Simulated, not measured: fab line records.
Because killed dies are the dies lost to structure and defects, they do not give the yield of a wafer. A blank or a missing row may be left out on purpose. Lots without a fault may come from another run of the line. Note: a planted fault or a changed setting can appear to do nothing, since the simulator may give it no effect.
Which tool is to blame?    flow sky130    6 lots, 18 wafers sampled, at 4 steps of a route of 708

## WHAT THE GAUGES SHOWED, per wafer
SKY_LOCAL_INTERCONNECT_OVL_MEAS_12.
lot   measured      on          LOCAL_INTERCONNECT_OVL (nm)
L486  day 30 23:24  overlay-02  5 1 4
L488  day 31 18:17  overlay-01  68 69 72
L490  day 31 22:45  overlay-02  69 75 72
L492  day 32 21:32  overlay-01  6 8 7
L497  day 34 10:06  overlay-02  3 5 15
L504  day 36 20:26  overlay-02  16 9 13

## WHICH TOOL RAN EACH LOT (tool, then ch and the chambers of the sampled wafers, then the start)
lot   SKY_LI_CONTACT_ETCH_15             SKY_LI_CONTACT_CVD_21         SKY_LOCAL_INTERCONNECT_EXPOSE_08
L486  rieDiel-03 ch 1,2,3, day 29 18:02  cvdW-01 ch 0,1, day 29 18:35  krfScanner-02 ch 0, day 30 09:28
L488  rieDiel-03 ch 0,2,3, day 30 13:46  cvdW-02 ch 0,1, day 30 14:17  krfScanner-02 ch 0, day 31 04:08
L490  rieDiel-03 ch 2,3, day 30 17:37    cvdW-02 ch 0,1, day 30 18:08  krfScanner-02 ch 0, day 31 08:44
L492  rieDiel-02 ch 0,1, day 31 16:43    cvdW-02 ch 0,1, day 31 17:16  krfScanner-01 ch 0, day 32 07:44
L497  rieDiel-01 ch 2,3, day 33 05:55    cvdW-02 ch 0,1, day 33 06:26  krfScanner-01 ch 0, day 33 20:37
L504  rieDiel-03 ch 0,1, day 35 17:04    cvdW-01 ch 0,1, day 35 17:35  krfScanner-01 ch 0, day 36 07:12
- SKY_LI_CONTACT_ETCH_15: etches PSG in C4F8/O2/Ar, stops on Si, target depth 600 nm.
- SKY_LI_CONTACT_CVD_21: deposits W, target thk 400 nm, time 120.56 s.
- SKY_LOCAL_INTERCONNECT_EXPOSE_08: exposes mask LI1M, target cd 170 nm.

## THE ANSWER, worked out from the rows above alone
Rule: what is usual is taken from the lots themselves. Put in order of their means at a reading, lots are off if they are a third of the lots or fewer, leave a main group of 4 or more, and stand apart from it by a gap of 3 or more times the standard deviation of the main group's means; of several such gaps the widest counts. The tables above print the reading to a certain number of digits; a main group whose means all agree to those digits is not used. A lot without any number at a reading at which 4 lots or more have one is off too. The other lots that the step has rows for count as sound.
Off: at SKY_LOCAL_INTERCONNECT_OVL_MEAS_12 (LOCAL_INTERCONNECT_OVL), L488, L490. Main group: mean 8 nm, sd 3.3.
A tool fits if, at a process step before that reading, it ran every lot that is off, and no sound lot after the first of them. Gauges at SKY_LOCAL_INTERCONNECT_OVL_MEAS_12: tried the same way as those tools. One fits: SKY_LOCAL_INTERCONNECT_EXPOSE_08 on krfScanner-02. Its last sound lot is L486 (day 30 09:28), its first lot that is off L488 (day 31 04:08): a fault that began between those two fits.

## WHAT WAS PUT IN BY THE SIMULATOR
Scanner matching overlay: krfScanner-02, from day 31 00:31 on, at SKY_LOCAL_INTERCONNECT_EXPOSE_08. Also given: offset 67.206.
Lots struck among those shown: L488, L490. The rule given above showed the same thing.
